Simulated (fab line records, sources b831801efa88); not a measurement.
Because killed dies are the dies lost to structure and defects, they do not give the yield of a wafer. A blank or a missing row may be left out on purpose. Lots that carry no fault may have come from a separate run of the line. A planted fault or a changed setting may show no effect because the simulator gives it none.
A struck lot beside a sound one + flow gf180mcu + 15 out of 602 route steps
Sound: wafers L785.1, L785.2, L785.4. The struck wafers were L786.3, L786.4, L786.6. At the end, the cause is stated.
Per side, at each step with rows, come the tool, then ch with its chambers, and then its first start. Under that, the readings that differ: sound wafers + struck wafers + difference of the means + sigmas: that difference in standard deviations of wafers without a fault.
alike: a reading whose means differ by less than 2 such deviations, as well as words and numbers matching on both sides. not compared: withheld readings; readings where some wafer has no value; bounds like >300 that might hide an equal value; numbers whose values overlap and for which the record gives no deviation.
Wherever a step has rows on one side only, a row that says differs or no value, or a row with sigmas, the two part there. When numbers do not overlap yet have no deviation, they are printed without sigmas and do not part them. A reading missing from all wafers of one side parts the sides only when that side holds two or more wafers.

first, 3 steps without rows for these wafers: GF_M4_STRIP_18 (strips in post etch residue remover, time 1200 s); GF_M4_CLEAN_19 (cleans in DIW); GF_V4_CVD_00 (deposits SiO2, target thk 600 nm, time 100 s).
GF_V4_THK_MEAS_01:
  struck on film_metro-02, day 26 21:33; sound on film_metro-01, day 26 04:44
  alike: V4_CVD_00_THK
GF_V4_CVD_02: deposits SiO2 from TEOS, target thk 850 nm, time 94.851 s.
  sound on pecvd-04 ch 0,2, day 26 04:48; struck on pecvd-03 ch 1,2, day 26 21:35
| reading            | sound             | struck            | difference | sigmas |
|--------------------|-------------------|-------------------|------------|--------|
| rf_fwd_power_W (W) | 594.4 591.9 593.1 | 597.4 598.6 597.7 | +4.8       | +2     |
  alike: heater_power_w, susceptor_temp_C
  not compared: since_wet_clean_h
GF_V4_THK_MEAS_03:
  struck on film_metro-01, day 26 21:41; sound on film_metro-02, day 26 04:52
  alike: V4_CVD_02_THK
GF_V4_CMP_04: polishes SiO2.
  sound on cmp-01 ch 1,2,3, day 26 04:56; struck on cmp-01 ch 0,2, day 26 21:46
  alike: head_pressure_psi, motor_current_A, retaining_ring_pressure_frac, time_to_endpoint_s
GF_V4_BOW_MEAS_05:
  struck on film_metro-01, day 26 22:04; sound on film_metro-02, day 26 05:14
  alike: V4_BOW
then, 4 steps without rows for these wafers: GF_V4_DEHYDRATE_06 (time 60 s); GF_V4_HMDS_07 (prime time 60 s); GF_V4_COAT_08; GF_V4_COAT_09 (resist thk 1000 nm).
GF_V4_SOFTBAKE_10: time 60 s.
  sound on litho_track-03 ch 0, day 26 15:00; struck on litho_track-02 ch 0, day 27 08:00
| reading          | sound             | struck            | difference | sigmas |
|------------------|-------------------|-------------------|------------|--------|
| run_length_s (s) | 88.78 88.95 88.87 | 93.10 93.04 93.18 | +4.24      | +26    |
then, 1 step without rows for these wafers: GF_V4_EXPOSE_11 (exposes mask Via4, target cd 260 nm).
-- the record jumps here: 5 days lie between the struck wafers' starts before and after (it left off in module V4 and takes up again in module PASSIVATION, whose first step shown is number 602 of the route) --
GF_PASSIVATION_PROBE_99:
  record: rows for the struck wafers here (prober-01, day 31 23:01), none for the sound ones

## WHERE THEY PART
Last at GF_PASSIVATION_PROBE_99 as far as this record goes, first at GF_V4_CVD_02.

WHY: what had been put in by the simulator
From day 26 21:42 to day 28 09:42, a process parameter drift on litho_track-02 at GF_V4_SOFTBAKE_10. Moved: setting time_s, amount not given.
